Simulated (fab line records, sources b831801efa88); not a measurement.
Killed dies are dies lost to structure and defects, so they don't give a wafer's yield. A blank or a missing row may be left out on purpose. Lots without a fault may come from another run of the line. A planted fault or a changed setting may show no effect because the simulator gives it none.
Chamber matching | flow gf180mcu | GF_STI_CMP_25 on cmp-02: 4 sister chambers
The step polishes, stops on Si3N4, t overpolish 33 s, target thk 524.6 nm. 8 wafers are shown with their chamber, then 7 later ones without.

WAFERS WITH THEIR CHAMBER
wafer  | chamber | motor_current_A (A) | time_to_endpoint_s (s)
L686.5 | 3       | 12.6                | 116
L688.4 | 2       | 12.9                | 122
L688.6 | 2       | 13.2                | 121
L689.1 | 1       | 13.0                | 119
L689.3 | 0       | 11.8                | 116
L689.5 | 3       | 12.1                | 116
L691.1 | 1       | 13.3                | 124
L691.4 | 0       | 12.3                | 123

WAFERS WITHOUT THEIR CHAMBER
wafer  | motor_current_A (A) | time_to_endpoint_s (s)
L691.6 | 12.6                | 126
L701.2 | 12.4                | 118
L701.3 | 11.5                | 119
L701.4 | 13.5                | 122
L703.2 | 13.4                | 121
L703.5 | 12.8                | 124
L703.6 | 13.9                | 127

WHICH CHAMBER EACH WENT THROUGH
wafer  | from the rows above               | in truth
L691.6 | can't be placed: 2 or 1 or 0 or 3 | 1
L701.2 | can't be placed: 3 or 0 or 2      | 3
L701.3 | can't be placed: 0 or 3           | 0
L701.4 | can't be placed: 1 or 2           | 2
L703.2 | can't be placed: 1 or 2           | 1
L703.5 | can't be placed: 2 or 1 or 0 or 3 | 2
L703.6 | can't be placed: 1 or 2           | 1
Placed correctly: 0 of 7. Can't be placed from these rows: 7 (the true chamber is among the candidates in 7). Placed wrongly: 0.
How it was worked out, from the rows above alone: a wafer's distance from a chamber is the root of the sum, over the readings, of the square of ((its reading less the chamber's mean) divided by the reading's scatter). The wafer belongs to the nearest chamber; if the next one is less than 2 further off, it can't be placed. A chamber's mean is the mean of its shown wafers. The scatter: the root of (the sum of the squares of (reading less its chamber's mean) over the shown wafers, divided by (wafers less chambers)).
